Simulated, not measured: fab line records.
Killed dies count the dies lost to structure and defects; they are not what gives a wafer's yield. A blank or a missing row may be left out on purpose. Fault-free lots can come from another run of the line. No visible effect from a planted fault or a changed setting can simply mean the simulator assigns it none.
Code-filled problem report in 8D (eight disciplines) form | flow gf180mcu | the parts of the form that need people (team, actions taken, sign-off) are left out

== 1. WHAT WENT WRONG ==
Mean of chamber_pressure_mTorr at GF_LVPWELL_STRIP_10: 1200.7 mTorr across 6 wafers in 2 lots; on wafers with no fault it is 1500.4 mTorr (standard deviation 1.3). So: -99 or more standard deviations from the usual mean.
The step: strips in O2/N2.
First observed at day 6 10:17: wafer L240.3, on plasma_asher-01. The record holds 39 wafers of 13 lots with a number at this step. Rule for "out" (also "out of limits"): further than 4 standard deviations from the usual mean. Any other wafer with a number is counted as sound.

== 2. WHAT THIS IS AND IS NOT ==
question                    | is                                                               | is not
which readings at this step | chamber_pressure_mTorr, oes_product_au, strip_time_to_endpoint_s | drypump_motor_current_A, heater_power_w
which lots                  | L240, L242                                                       | L229, L232, L233, L235, L236, L237, L238, L239, L241, L247, L251
which wafers of those lots  | all that have a number                                           | -
read on which tools         | plasma_asher-01                                                  | plasma_asher-03, plasma_asher-04
when                        | from day 6 10:17                                                 | up to then (24 sound wafers); but 9 sound wafers of L241, L247, L251 came after

== 3. WHAT RULES OUT EACH SUSPECT ==
Counting: a tool at a process step up to the reading stays a suspect if it ran every lot that is out and no sound lot after the first of them.
- plasma_asher-01 at GF_LVPWELL_STRIP_10 (strips in O2/N2): kept. Every lot that is out went through it, starting with L240 (day 6 10:17), and after that it ran no sound lot; the last sound lot it ran before then is L239 (day 6 06:19). Its own readings are out on those wafers: chamber_pressure_mTorr, oes_product_au, strip_time_to_endpoint_s.
After counting, what remains is plasma_asher-01 at GF_LVPWELL_STRIP_10.

== 4. THE CAUSE (what the simulator had put in) ==
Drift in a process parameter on plasma_asher-01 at GF_LVPWELL_STRIP_10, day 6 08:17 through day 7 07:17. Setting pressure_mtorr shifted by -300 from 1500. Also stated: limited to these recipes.
The count eliminated every tool but this one.

== 5. THE EFFECT CHAIN, in route order ==
Each row: a reading where the mean over the struck wafers with a number is more than 3 standard deviations away from the usual. Readings are gone through only where the record gives a usual standard deviation; hours: the median, over the lots, of the time from a lot's start at the first step in this table giving one to that lot's start at this step; sigmas: the change measured in usual standard deviations.
hours | step                | reading                  | usual        | on struck wafers | change | sigmas
0     | GF_LVPWELL_STRIP_10 | chamber_pressure_mTorr   | 1500.4 mTorr | 1200.7           | -299.7 | -99 or more
0     | GF_LVPWELL_STRIP_10 | oes_product_au           | 0.723 a.u.   | 0.688            | -0.035 | -8.5
0     | GF_LVPWELL_STRIP_10 | strip_time_to_endpoint_s | 36.91 s      | 39.82            | +2.91  | +29
Process steps it contains:
- GF_LVPWELL_STRIP_10: strips in O2/N2.
Later measuring or inspecting steps at which every struck wafer that the step has a row for has a number for every such reading, and none has moved that far: GF_CONTACT_CD_MEAS_14.

== 6. HOW IT WOULD HAVE BEEN CAUGHT EARLIER ==
In this record no reading fell out of limits until day 6 10:17, 2 hours after the fault had begun at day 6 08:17.
